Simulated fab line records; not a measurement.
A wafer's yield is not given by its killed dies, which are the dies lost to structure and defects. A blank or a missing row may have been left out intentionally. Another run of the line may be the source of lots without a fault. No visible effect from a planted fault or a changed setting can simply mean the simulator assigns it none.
Which tool did it? | flow sky130 | Sampling: 12 lots, 36 wafers, 5 of 708 route steps

== WHAT THE GAUGES READ, wafer by wafer ==
SKY_SD_N_TW_MEAS_12.
lot  | measured     | on            | SD_N_TW
L936 | day 28 21:44 | film_metro-02 | 3992 3987 3976
L940 | day 30 05:08 | film_metro-03 | 3937 3951 3952
L942 | day 30 22:29 | film_metro-03 | 3945 3942 3943
L945 | day 32 02:44 | film_metro-04 | 3913 3946 3925
L946 | day 32 14:12 | film_metro-02 | 3935 3974 3973
L947 | day 32 18:34 | film_metro-03 | 3955 3964 3950
L948 | day 33 02:54 | film_metro-04 | 3958 3952 3957
L949 | day 33 05:07 | film_metro-02 | 4017 4013 4003
L950 | day 33 14:00 | film_metro-04 | 3947 3934 3933
L953 | day 34 05:49 | film_metro-04 | 3966 3959 3982
L955 | day 35 00:54 | film_metro-04 | 3965 3987 3961
L956 | day 35 09:27 | film_metro-03 | 3936 3933 3924

SKY_LOCAL_INTERCONNECT_OVL_MEAS_12.
lot  | measured     | on         | LOCAL_INTERCONNECT_OVL (nm)
L936 | day 31 08:24 | overlay-01 | 1 -3 2
L940 | day 32 13:50 | overlay-01 | -9 -5 -2
L942 | day 33 06:47 | overlay-01 | -16 -18 -15
L945 | day 34 10:11 | overlay-01 | -7 -4 -7
L946 | day 34 20:56 | overlay-01 | 3 4 12
L947 | day 35 01:48 | overlay-01 | 3 1 -2
L948 | day 35 10:53 | overlay-02 | 0 -8 0
L949 | day 35 11:58 | overlay-01 | 4 5 9
L950 | day 35 20:15 | overlay-02 | 3 0 -5
L953 | day 36 14:18 | overlay-02 | 1 5 5
L955 | day 37 08:22 | overlay-02 | 2 3 -4
L956 | day 37 16:28 | overlay-01 | 0 7 2

SKY_CONTACT_OVL_MEAS_15.
lot  | measured     | on         | CONTACT_OVL (nm)
L936 | day 32 12:26 | overlay-01 | 3 3 2
L940 | day 33 17:33 | overlay-01 | -6 -3 -2
L942 | day 34 09:59 | overlay-02 | -1 -1 -3
L945 | day 35 14:35 | overlay-01 | -7 -1 1
L946 | day 36 00:56 | overlay-01 | 5 2 0
L947 | day 36 05:47 | overlay-02 | -7 -9 -7
L948 | day 36 15:30 | overlay-01 | 5 1 -3
L949 | day 36 16:07 | overlay-02 | -10 -5 0
L950 | day 37 00:16 | overlay-02 | 3 2 12
L953 | day 37 17:41 | overlay-01 | 0 -1 0
L955 | day 38 10:54 | overlay-01 | 0 6 2
L956 | day 38 19:01 | overlay-01 | 4 -2 -2

== WHAT TOOL EACH LOT RAN ON (gives the tool, then ch and the chambers of the sampled wafers, and finally the start) ==
lot  | SKY_LOCAL_INTERCONNECT_ETCH_13    | SKY_LOCAL_INTERCONNECT_STRIP_15
L936 | rie_metal-02 ch 0,1, day 31 08:26 | plasma_asher-04 ch 0,1, day 31 08:33
L940 | rie_metal-01 ch 0,1, day 32 13:52 | plasma_asher-04 ch 0,1, day 32 13:59
L942 | rie_metal-02 ch 0,1, day 33 06:49 | plasma_asher-03 ch 0,1, day 33 06:56
L945 | rie_metal-01 ch 0,1, day 34 10:13 | plasma_asher-03 ch 0,1, day 34 10:20
L946 | rie_metal-02 ch 0,1, day 34 20:58 | plasma_asher-02 ch 0,1, day 34 21:05
L947 | rie_metal-02 ch 0,1, day 35 01:50 | plasma_asher-02 ch 0,1, day 35 01:58
L948 | rie_metal-02 ch 0,1, day 35 10:55 | plasma_asher-02 ch 1, day 35 11:02
L949 | rie_metal-01 ch 0,1, day 35 12:01 | plasma_asher-03 ch 0,1, day 35 12:08
L950 | rie_metal-04 ch 0,1, day 35 20:17 | plasma_asher-03 ch 0,1, day 35 20:25
L953 | rie_metal-04 ch 0,1, day 36 14:20 | plasma_asher-04 ch 0,1, day 36 14:28
L955 | rie_metal-01 ch 0,1, day 37 08:25 | plasma_asher-03 ch 0,1, day 37 08:32
L956 | rie_metal-04 ch 0,1, day 37 16:29 | plasma_asher-02 ch 0,1, day 37 16:37
- SKY_LOCAL_INTERCONNECT_ETCH_13: etches BARC in N2/H2, stops on SiO2, time 45.9 s, target depth 60 nm.
- SKY_LOCAL_INTERCONNECT_STRIP_15: strips in O2/N2.

== AS READ BY THE TOOLS THEMSELVES (means over the sampled wafers that have a number; for cases with no such wafer, the mark the record gives instead) ==
SKY_LOCAL_INTERCONNECT_ETCH_13.
lot  | tool         | drypump_motor_current_A (A) | oes_product_au (a.u.) | throttle_valve_pct (%)
L936 | rie_metal-02 | 5.47                        | 0.852                 | 13.223
L940 | rie_metal-01 | 5.60                        | 0.853                 | 13.225
L942 | rie_metal-02 | 5.30                        | 0.856                 | 13.221
L945 | rie_metal-01 | 5.70                        | 0.858                 | 13.232
L946 | rie_metal-02 | 5.29                        | 0.852                 | 13.230
L947 | rie_metal-02 | 5.31                        | 0.858                 | 13.226
L948 | rie_metal-02 | 5.31                        | 0.857                 | 13.227
L949 | rie_metal-01 | 5.69                        | 0.852                 | 13.231
L950 | rie_metal-04 | 5.55                        | 0.859                 | 13.231
L953 | rie_metal-04 | 5.56                        | 0.855                 | 13.229
L955 | rie_metal-01 | 5.70                        | 0.855                 | 13.226
L956 | rie_metal-04 | 5.55                        | 0.854                 | 13.223

SKY_LOCAL_INTERCONNECT_STRIP_15.
lot  | tool            | drypump_motor_current_A (A) | oes_product_au (a.u.) | strip_time_to_endpoint_s (s)
L936 | plasma_asher-04 | 5.2                         | 0.429                 | 4.710
L940 | plasma_asher-04 | 5.2                         | 0.425                 | 4.738
L942 | plasma_asher-03 | 5.7                         | 0.424                 | 4.714
L945 | plasma_asher-03 | 5.7                         | 0.425                 | 4.731
L946 | plasma_asher-02 | 5.7                         | 0.425                 | 4.656
L947 | plasma_asher-02 | 5.7                         | 0.421                 | 4.654
L948 | plasma_asher-02 | 5.6                         | 0.425                 | 4.635
L949 | plasma_asher-03 | 5.7                         | 0.427                 | 4.713
L950 | plasma_asher-03 | 5.9                         | 0.427                 | 4.729
L953 | plasma_asher-04 | 5.2                         | 0.429                 | 4.724
L955 | plasma_asher-03 | 5.9                         | 0.429                 | 4.749
L956 | plasma_asher-02 | 5.8                         | 0.427                 | 4.726

== THE ANSWER, worked out from the rows above alone ==
Rule: what is usual is taken from the lots themselves. The widest of any qualifying gaps counts: lots, ordered by their means at a reading, are off when they make up no more than a third of the lots, leave a main group of 4 or more, and stand apart from it by 3 or more times the standard deviation of that group's means. Not used: any main group whose means are identical at the precision the tables above print for the reading. A lot without any number at a reading at which 4 lots or more have one is off too. All remaining lots with rows at the step are treated as sound. The gauges are gone through in route order, then the tools' own readings, and for those a lot's mean is taken as printed above. At the first step where some lot is off, the reading lying furthest off is the one used; lots without a number count as furthest.
Off: L946, L947, L948 (SKY_LOCAL_INTERCONNECT_STRIP_15, strip_time_to_endpoint_s). The main group has a mean of 4.726 s with a standard deviation of 0.012.
A tool fits if, at that step or a process step before it, it ran every lot that is off, and no sound lot after the first of them. One fits: rie_metal-02 at SKY_LOCAL_INTERCONNECT_ETCH_13. A fault onset in the window from L942 (day 33 06:49, its last sound lot) to L946 (day 34 20:58, its first lot off) fits.

== WHAT HAD BEEN PUT IN BY THE SIMULATOR ==
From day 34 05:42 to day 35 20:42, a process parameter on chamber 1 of rie_metal-02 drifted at SKY_LOCAL_INTERCONNECT_ETCH_13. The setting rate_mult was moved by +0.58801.
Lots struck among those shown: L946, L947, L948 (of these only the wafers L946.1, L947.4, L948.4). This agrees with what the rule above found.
